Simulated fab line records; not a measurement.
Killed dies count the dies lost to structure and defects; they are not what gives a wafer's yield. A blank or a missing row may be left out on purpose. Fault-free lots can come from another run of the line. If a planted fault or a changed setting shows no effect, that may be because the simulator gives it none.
fab line records + flow sky130
record
- lots=13
- wafers=37
- last_day=50
route steps=708 shown FIELD_ISO@14 VT_ADJUST_LVTN@106 POLY_GATE@231 METAL2@500 PAD_OPEN@708
lots with no fault: from the same line, run without faults
start_h: hours from the record's first day to the start of the lot's first wafer shown + wait_h: how many hours have passed since the lot's step before this one + " the same as in the row above + L1.1+2: one row covering several wafers at once + - no value, or no start was given + * or withheld: withheld + < > ~ a bound
route shown NAME@n: a module of which the file shows steps, and the number in the route of the first + usual: mean/standard deviation of fault-free wafers + same: alike in all rows + chamber/n: place in a boat + sites: readings site by site + _std_site: the values' standard deviation + _edge_site: the outer-site mean with the inner-site mean subtracted + radius_mm: how far each site lies from the wafer's centre + mask NAME#n: copy n + behind: the last tool/chamber to shape the wafer + hold: why the lot went on hold/how many hours it stayed there/how the hold came to an end + device: the transistor (n, p or np) that didn't switch + end of line: the same wafers' tests at the end of the route + a step given without rows: its recipe and nothing more + killed: dies that structure and defects cost at the first sort, which is not the same as the wafer's yield + map: shows each die of a wafer: x if killed, . if not, _ if none is there
set.NAME: the setting as run; set.NAME@STEP: as run at that earlier step + model.NAME: the simulator's own value behind a step, which no gauge read
steps of the route over a sample of lots; a table a step, a row a wafer
services: from which hour (start_h, from the record's first day; less than 0 if before it) a tool's chamber was out of use, for how many hours, and why
## steps
# step SKY_FIELD_ISO_CD_MEAS_13
# recipe
- target_cd_nm=150
# usual
- cd_nm=150.2/1.6
| lot.wafer | tool      | chamber | start_h | wait_h | cd_nm |
|-----------|-----------|---------|---------|--------|-------|
| L216.1    | cd_sem-02 | -       | 31.63   | -      | 149.3 |
| L216.4    | "         | -       | "       | "      | 151.2 |
| L216.5    | "         | -       | "       | "      | 150.7 |
| L218.2    | cd_sem-01 | -       | 45.05   | -      | 152.0 |
| L218.3    | "         | -       | "       | "      | 151.2 |
| L218.4    | "         | -       | "       | "      | 151.9 |
| L220.2    | cd_sem-01 | -       | 49.00   | -      | 149.8 |
| L220.5    | "         | -       | "       | "      | 149.0 |
| L220.6    | "         | -       | "       | "      | 147.3 |
| L221.4    | cd_sem-02 | -       | 54.59   | -      | 152.7 |
| L221.5    | "         | -       | "       | "      | 154.8 |
| L221.6    | "         | -       | "       | "      | 154.3 |
| L223.1    | cd_sem-01 | -       | 63.91   | -      | 152.4 |
| L223.4    | "         | -       | "       | "      | 151.5 |
| L223.5    | "         | -       | "       | "      | 151.0 |
| L224.2    | cd_sem-01 | -       | 71.40   | -      | 151.8 |
| L224.3    | "         | -       | "       | "      | 150.7 |
| L224.4    | "         | -       | "       | "      | 151.3 |
| L225.3    | cd_sem-02 | -       | 75.28   | -      | 149.2 |
| L225.5    | "         | -       | "       | "      | 149.4 |
| L225.6    | "         | -       | "       | "      | 150.0 |
| L226.3    | cd_sem-01 | -       | 82.68   | -      | 150.0 |
| L226.4    | "         | -       | "       | "      | 150.3 |
| L226.5    | "         | -       | "       | "      | 150.2 |
| L227.2    | cd_sem-02 | -       | 88.83   | -      | 148.9 |
| L227.4    | "         | -       | "       | "      | 150.3 |
| L227.5    | "         | -       | "       | "      | 150.8 |
| L230.1    | cd_sem-01 | -       | 103.23  | -      | 148.6 |
| L230.6    | "         | -       | "       | "      | 148.3 |
| L232.2    | cd_sem-02 | -       | 112.81  | -      | 150.2 |
| L232.3    | "         | -       | "       | "      | 150.5 |
| L237.1    | cd_sem-02 | -       | 137.64  | -      | 150.9 |
| L237.4    | "         | -       | "       | "      | 150.8 |
| L237.5    | "         | -       | "       | "      | 151.7 |
| L239.1    | cd_sem-01 | -       | 148.34  | -      | 150.5 |
| L239.3    | "         | -       | "       | "      | 150.1 |
| L239.6    | "         | -       | "       | "      | 150.9 |
# step SKY_VT_ADJUST_LVTN_STRIP_09
# recipe
- chemistry=O2/N2
- power_w=1400
- pressure_mtorr=1500
- platen_temp_c=withheld
- o2_flow_sccm=3000
- n2_flow_sccm=300
- overash_fraction=0.5
# usual
- drypump_motor_current_A=5.7/0.31
- oes_product_au=0.722/0.0043
- strip_time_to_endpoint_s=36.90/0.11
| lot.wafer | tool            | chamber | start_h | wait_h | drypump_motor_current_A | oes_product_au | rf_hours_counter_h | strip_time_to_endpoint_s |
|-----------|-----------------|---------|---------|--------|-------------------------|----------------|--------------------|--------------------------|
| L216.1    | plasma_asher-04 | 1       | 141.32  | 0.1    | 5.8                     | 0.722          | 35                 | 36.94                    |
| L216.4    | "               | 1       | "       | "      | 5.8                     | 0.719          | -                  | 36.90                    |
| L216.5    | "               | 0       | "       | "      | 5.4                     | 0.723          | -                  | 36.84                    |
| L218.2    | plasma_asher-02 | 1       | 157.32  | 0.1    | 5.4                     | 0.725          | 43                 | 36.84                    |
| L218.3    | "               | 0       | "       | "      | 6.2                     | 0.720          | -                  | 36.88                    |
| L218.4    | "               | 1       | "       | "      | 5.4                     | 0.717          | -                  | 36.89                    |
| L220.2    | plasma_asher-04 | 1       | 168.32  | 0.1    | 5.8                     | 0.720          | 38                 | 36.88                    |
| L220.5    | "               | 1       | "       | "      | 5.8                     | 0.717          | -                  | 36.86                    |
| L220.6    | "               | 0       | "       | "      | 5.4                     | 0.718          | -                  | 36.96                    |
| L221.4    | plasma_asher-04 | 1       | 177.06  | 0.1    | 5.8                     | 0.723          | -                  | 37.01                    |
| L221.5    | "               | 1       | "       | "      | 5.8                     | 0.723          | -                  | 36.97                    |
| L221.6    | "               | 0       | "       | "      | 5.3                     | 0.717          | -                  | 36.93                    |
| L223.1    | plasma_asher-01 | 1       | 188.36  | 0.1    | 6.0                     | 0.722          | 51                 | 36.80                    |
| L223.4    | "               | 0       | "       | "      | 5.6                     | 0.720          | -                  | 36.78                    |
| L223.5    | "               | 1       | "       | "      | 6.0                     | 0.727          | -                  | 36.97                    |
| L224.2    | plasma_asher-04 | 0       | 194.15  | 0.1    | 5.3                     | 0.716          | 41                 | 36.95                    |
| L224.3    | "               | 0       | "       | "      | 5.3                     | 0.723          | -                  | 36.90                    |
| L224.4    | "               | 1       | "       | "      | 5.8                     | 0.721          | -                  | 36.88                    |
| L225.3    | plasma_asher-02 | 0       | 198.16  | 0.1    | 6.3                     | 0.726          | -                  | 36.89                    |
| L225.5    | "               | 1       | "       | "      | 5.4                     | 0.717          | -                  | 36.91                    |
| L225.6    | "               | 0       | "       | "      | 6.3                     | 0.710          | -                  | 36.89                    |
| L226.3    | plasma_asher-01 | 0       | 212.16  | 0.1    | 5.6                     | 0.720          | -                  | 36.94                    |
| L226.4    | "               | 1       | "       | "      | 6.0                     | 0.724          | -                  | 36.92                    |
| L226.5    | "               | 0       | "       | "      | 5.6                     | 0.724          | -                  | 36.91                    |
| L227.2    | plasma_asher-01 | 1       | 217.96  | 0.1    | 6.0                     | 0.722          | 54                 | 36.89                    |
| L227.4    | "               | 0       | "       | "      | 5.5                     | 0.722          | -                  | 36.95                    |
| L227.5    | "               | 1       | "       | "      | 6.0                     | 0.722          | -                  | 36.95                    |
| L230.1    | plasma_asher-01 | 0       | 232.01  | 0.1    | 5.6                     | 0.722          | 56                 | 37.16                    |
| L230.6    | "               | 0       | "       | "      | 5.6                     | 0.721          | -                  | 37.09                    |
| L232.2    | plasma_asher-04 | 0       | 244.97  | 0.1    | 5.3                     | 0.725          | 46                 | 37.14                    |
| L232.3    | "               | 0       | "       | "      | 5.4                     | 0.717          | -                  | 37.21                    |
| L237.1    | plasma_asher-04 | 1       | 273.86  | 0.1    | 5.8                     | 0.723          | 49                 | 37.04                    |
| L237.4    | "               | 0       | "       | "      | 5.3                     | 0.725          | -                  | 37.01                    |
| L237.5    | "               | 0       | "       | "      | 5.3                     | 0.721          | -                  | 36.95                    |
| L239.1    | plasma_asher-04 | 1       | 285.85  | 0.1    | 5.8                     | 0.726          | 50                 | 36.81                    |
| L239.3    | "               | 0       | "       | "      | 5.3                     | 0.731          | -                  | 36.80                    |
| L239.6    | "               | 1       | "       | "      | 5.8                     | 0.717          | -                  | 36.85                    |
# step SKY_POLY_GATE_ETCH_17
# recipe
- target_depth_nm=180
- stop_on=SiO2
- over_etch_frac=0.56667
- chemistry=HBr/Cl2
- target=poly-Si
- icp_w=400
- bias_w=100
- pressure_mtorr=10
- HBr_flow_sccm=150
- Cl2_flow_sccm=50
- time_s=70.5
# usual
- drypump_motor_current_A=5.6/0.38
- oes_product_au=0.987/0.0068
- run_length_s=98.7/0.4
- throttle_valve_pct=33.684/0.0094
| lot.wafer | tool      | chamber | start_h | wait_h | drypump_motor_current_A | oes_product_au | rf_hours_counter_h | run_length_s | throttle_valve_pct |
|-----------|-----------|---------|---------|--------|-------------------------|----------------|--------------------|--------------|--------------------|
| L216.1    | rie_si-01 | 1       | 366.46  | 0.0    | 5.6                     | 0.982          | 4                  | 98.8         | 33.684             |
| L216.4    | "         | 0       | "       | "      | 5.3                     | 0.976          | 57                 | 99.4         | 33.694             |
| L216.5    | "         | 3       | "       | "      | 5.7                     | 0.986          | -                  | 98.5         | 33.700             |
| L218.2    | rie_si-02 | 2       | 393.33  | 0.0    | 5.6                     | 0.986          | 24                 | 98.6         | 33.681             |
| L218.3    | "         | 0       | "       | "      | 6.4                     | 0.991          | 5                  | 98.3         | 33.656             |
| L218.4    | "         | 1       | "       | "      | 5.0                     | 0.990          | 7                  | 98.9         | 33.695             |
| L220.2    | rie_si-02 | 1       | 401.81  | 0.0    | 5.1                     | 0.986          | 7                  | 98.3         | 33.685             |
| L220.5    | "         | 0       | "       | "      | 6.4                     | 0.995          | -                  | 98.3         | 33.691             |
| L220.6    | "         | 1       | "       | "      | 5.0                     | 0.981          | -                  | 98.4         | 33.685             |
| L221.4    | rie_si-01 | 2       | 410.68  | 0.0    | 5.7                     | 0.993          | 6                  | 98.8         | 33.688             |
| L221.5    | "         | 1       | "       | "      | 5.6                     | 0.992          | -                  | 98.8         | 33.690             |
| L221.6    | "         | 0       | "       | "      | 5.4                     | 0.991          | -                  | 99.3         | 33.690             |
| L223.1    | rie_si-01 | 3       | 429.62  | 0.0    | 5.7                     | 0.989          | 52                 | 98.6         | 33.686             |
| L223.4    | "         | 0       | "       | "      | 5.4                     | 0.991          | 57                 | 99.6         | 33.695             |
| L223.5    | "         | 1       | "       | "      | 5.6                     | 0.974          | -                  | 98.4         | 33.691             |
| L224.2    | rie_si-02 | 3       | 448.25  | 0.0    | 5.9                     | 1.004          | 0                  | 99.1         | 33.681             |
| L224.3    | "         | 1       | "       | "      | 5.0                     | 0.992          | 7                  | 98.6         | 33.690             |
| L224.4    | "         | 0       | "       | "      | 6.4                     | 0.998          | 5                  | 98.4         | 33.682             |
| L225.3    | rie_si-01 | 0       | 448.42  | 0.0    | 5.4                     | 1.000          | 57                 | 99.6         | 33.683             |
| L225.5    | "         | 3       | "       | "      | 5.7                     | 0.997          | -                  | 98.5         | 33.691             |
| L225.6    | "         | 0       | "       | "      | 5.4                     | 0.992          | -                  | 99.4         | 33.692             |
| L226.3    | rie_si-01 | 0       | 471.97  | 0.0    | 5.4                     | 0.972          | 58                 | 99.8         | 33.701             |
| L226.4    | "         | 3       | "       | "      | 5.7                     | 0.978          | 53                 | 99.0         | 33.690             |
| L226.5    | "         | 3       | "       | "      | 5.7                     | 0.979          | -                  | 98.9         | 33.675             |
| L227.2    | rie_si-01 | 2       | 478.95  | 0.0    | 5.7                     | 0.955          | 6                  | 102.1        | 33.688             |
| L227.4    | "         | 1       | "       | "      | 5.6                     | 0.978          | 5                  | 98.7         | 33.680             |
| L227.5    | "         | 3       | "       | "      | 5.7                     | 0.988          | -                  | 98.7         | 33.697             |
| L230.1    | rie_si-01 | 1       | 492.86  | 0.0    | 5.6                     | 0.943          | 5                  | 102.5        | 33.692             |
| L230.6    | "         | 3       | "       | "      | 5.7                     | 0.982          | -                  | 98.6         | 33.683             |
| L232.2    | rie_si-01 | 1       | 516.95  | 0.0    | 5.6                     | 0.958          | 5                  | 102.2        | 33.692             |
| L232.3    | "         | 2       | "       | "      | 5.7                     | 0.985          | 6                  | 98.4         | 33.693             |
| L237.1    | rie_si-02 | 0       | 547.71  | 0.0    | 6.4                     | 0.984          | 6                  | 98.6         | 33.688             |
| L237.4    | "         | 2       | "       | "      | 5.7                     | 1.001          | 25                 | 98.7         | 33.684             |
| L237.5    | "         | 2       | "       | "      | 5.6                     | 0.989          | -                  | 98.5         | 33.670             |
| L239.1    | rie_si-02 | 3       | 559.07  | 0.0    | 5.9                     | 0.989          | 1                  | 99.0         | 33.686             |
| L239.3    | "         | 1       | "       | "      | 5.0                     | 0.991          | 8                  | 98.3         | 33.683             |
| L239.6    | "         | 2       | "       | "      | 5.6                     | 0.979          | -                  | 98.9         | 33.689             |
# step SKY_METAL2_DESCUM_17
# recipe
- chemistry=O2
- source_power_w=150
- bias_power_w=0
- pressure_mtorr=10
- temp_c=40
- time_s=8
# usual
- drypump_motor_current_A=5.7/0.48
- oes_product_au=0.996/0.0067
| lot.wafer | tool         | chamber | start_h | wait_h | drypump_motor_current_A | oes_product_au | rf_hours_counter_h |
|-----------|--------------|---------|---------|--------|-------------------------|----------------|--------------------|
| L216.1    | rie_metal-02 | 1       | 815.58  | 0.0    | 6.4                     | 0.995          | 0                  |
| L216.4    | "            | 0       | "       | "      | 5.3                     | 0.998          | -                  |
| L216.5    | "            | 0       | "       | "      | 5.3                     | 0.998          | -                  |
| L218.2    | rie_metal-02 | 0       | 840.67  | 0.0    | 5.3                     | 1.006          | 11                 |
| L218.3    | "            | 0       | "       | "      | 5.3                     | 0.985          | -                  |
| L218.4    | "            | 1       | "       | "      | 6.4                     | 0.992          | -                  |
| L220.2    | rie_metal-02 | 1       | 851.88  | 0.0    | 6.4                     | 0.991          | 2                  |
| L220.5    | "            | 1       | "       | "      | 6.4                     | 0.987          | -                  |
| L220.6    | "            | 0       | "       | "      | 5.3                     | 0.999          | -                  |
| L221.4    | rie_metal-01 | 1       | 853.69  | 0.0    | 5.6                     | 1.000          | -                  |
| L221.5    | "            | 1       | "       | "      | 5.6                     | 0.991          | -                  |
| L221.6    | "            | 0       | "       | "      | 5.6                     | 1.001          | -                  |
| L223.1    | rie_metal-01 | 0       | 869.69  | 0.0    | 5.6                     | 1.003          | 2                  |
| L223.4    | "            | 1       | "       | "      | 5.6                     | 1.002          | -                  |
| L223.5    | "            | 1       | "       | "      | 5.6                     | 1.002          | -                  |
| L224.2    | rie_metal-04 | 0       | 884.40  | 0.0    | 4.6                     | 0.996          | 7                  |
| L224.3    | "            | 1       | "       | "      | 5.8                     | 1.002          | -                  |
| L224.4    | "            | 0       | "       | "      | 4.6                     | 0.998          | -                  |
| L225.3    | rie_metal-02 | 1       | 885.96  | 0.0    | 6.4                     | 1.003          | -                  |
| L225.5    | "            | 0       | "       | "      | 5.3                     | 0.989          | -                  |
| L225.6    | "            | 1       | "       | "      | 6.4                     | 0.990          | -                  |
| L226.3    | rie_metal-02 | 0       | 904.78  | 0.0    | 5.3                     | 0.994          | -                  |
| L226.4    | "            | 1       | "       | "      | 6.4                     | 0.991          | -                  |
| L226.5    | "            | 1       | "       | "      | 6.4                     | 0.996          | -                  |
| L227.2    | rie_metal-01 | 1       | 911.58  | 0.0    | 5.6                     | 1.002          | 9                  |
| L227.4    | "            | 1       | "       | "      | 5.6                     | 0.998          | -                  |
| L227.5    | "            | 1       | "       | "      | 5.6                     | 1.009          | -                  |
| L230.1    | rie_metal-01 | 1       | 921.34  | 0.0    | 5.6                     | 1.002          | 10                 |
| L230.6    | "            | 0       | "       | "      | 5.6                     | 0.989          | -                  |
| L232.2    | rie_metal-02 | 0       | 938.48  | 0.0    | 5.3                     | 1.004          | 16                 |
| L232.3    | "            | 1       | "       | "      | 6.4                     | 1.000          | -                  |
| L237.1    | rie_metal-01 | 1       | 965.39  | 0.0    | 5.5                     | 1.001          | 12                 |
| L237.4    | "            | 0       | "       | "      | 5.6                     | 0.986          | -                  |
| L237.5    | "            | 1       | "       | "      | 5.6                     | 1.001          | -                  |
| L239.1    | rie_metal-02 | 0       | 977.44  | 0.0    | 5.3                     | 0.996          | 17                 |
| L239.3    | "            | 0       | "       | "      | 5.3                     | 0.985          | -                  |
| L239.6    | "            | 1       | "       | "      | 6.4                     | 1.001          | -                  |
# step SKY_PAD_OPEN_PROBE_99
# usual
- killed_at_M0_to_M3=43/7.3
- killed_at_M4_up=3.2/1.8
- killed_at_contacts=24/5.8
- killed_at_front_end=16/4.5
- killed_at_other=0.3/0.53
- killed_dies=87/9.9
- killed_open=48/6.8
- killed_short=39/6.9
# same
- gross_dies=492
- killed_at_back_side=0
| lot.wafer | tool      | chamber | start_h | wait_h | killed_at_M0_to_M3 | killed_at_M4_up | killed_at_contacts | killed_at_front_end | killed_at_other | killed_dies | killed_open | killed_short |
|-----------|-----------|---------|---------|--------|--------------------|-----------------|--------------------|---------------------|-----------------|-------------|-------------|--------------|
| L230.6    | prober-01 | -       | 1153.72 | 0.2    | 40                 | 2               | 35                 | 17                  | 0               | 94          | 52          | 42           |
# killed by level:class
L230.6 LI_CONTACT:geometric_particle:open=15 FIELD_ISO:geometric_particle:short=7 VIA1:geometric_particle:open=7 LOCAL_INTERCONNECT:geometric_particle:short=6 CONTACT:geometric_particle:open=6 VIA2:geometric_particle:short=6 FIELD_ISO:geometric_particle:open=5 CONTACT:geometric_particle:short=4
## services
| tool            | chamber | start_h | hours | kind   |
|-----------------|---------|---------|-------|--------|
| rie_si-02       | 0       | 202.88  | 9.8   | repair |
| rie_si-02       | 1       | 207.32  | 8.8   | repair |
| rie_si-02       | 2       | 299.73  | 10.4  | repair |
| rie_si-01       | 1       | 305.84  | 7.9   | repair |
| rie_metal-02    | 1       | 332.68  | 17.2  | repair |
| rie_si-02       | -       | 373.30  | 2.8   | pm     |
| rie_si-01       | 2       | 385.29  | 10.6  | repair |
| plasma_asher-04 | -       | 387.89  | 3.6   | repair |
| plasma_asher-04 | -       | 398.66  | 17.9  | repair |
| rie_metal-02    | 1       | 574.22  | 3.8   | repair |
| rie_si-02       | 3       | 576.51  | 7.4   | repair |
| rie_metal-02    | -       | 608.11  | 0.5   | repair |
| rie_si-01       | 2       | 621.03  | 5.7   | repair |
| rie_si-02       | 2       | 643.02  | 8.6   | repair |
| rie_si-02       | 3       | 658.81  | 16.9  | repair |
| rie_si-01       | -       | 660.28  | 0.4   | repair |
| rie_metal-02    | -       | 665.50  | 2.8   | pm     |
| rie_metal-02    | -       | 672.32  | 1.4   | pm     |
| rie_si-01       | 3       | 694.13  | 1.5   | repair |
| plasma_asher-04 | -       | 709.80  | 4.5   | repair |
| plasma_asher-04 | -       | 714.29  | 2.8   | pm     |
| rie_si-01       | 1       | 753.38  | 10.7  | repair |
| rie_si-02       | -       | 781.43  | 0.6   | repair |
| plasma_asher-04 | -       | 870.05  | 0.7   | repair |
## key
first_sign
- step=SKY_POLY_GATE_ETCH_17
- reading=run_length_s
- direction=up
- sigmas=8.8
- usual=*
- struck=*
effect
- step=SKY_POLY_GATE_ETCH_17
- reading=oes_product_au
- direction=down
- sigmas=5.2
- usual=0.987
- struck=0.952
met_at SKY_POLY_GATE_ETCH_17
struck_lots L227,L230,L232
struck_wafers L227.2,L230.1,L232.2
tester_left_out L227,L230,L232
not_acting_at SKY_FIELD_ISO_CD_MEAS_13,SKY_VT_ADJUST_LVTN_STRIP_09,SKY_METAL2_DESCUM_17
onset_between 471.97 478.95
fault
- kind=process_parameter_drift
- tool=rie_si-01
- chamber=-
- onset_h=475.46
- steps=SKY_POLY_GATE_ETCH_17
- channel=time_s
- offset=*
- shape=step
- end_h=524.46
- scope=struck_wafers_only
- acts_in=*
- stated=*
# tester_left_out: of these lots the tester's yield and bins aren't shown, on N5 and GAA mostly nor the transistor test; their killed dies are dies lost to structure and defects alone, not to doping, threshold or leakage, so they don't give the yield
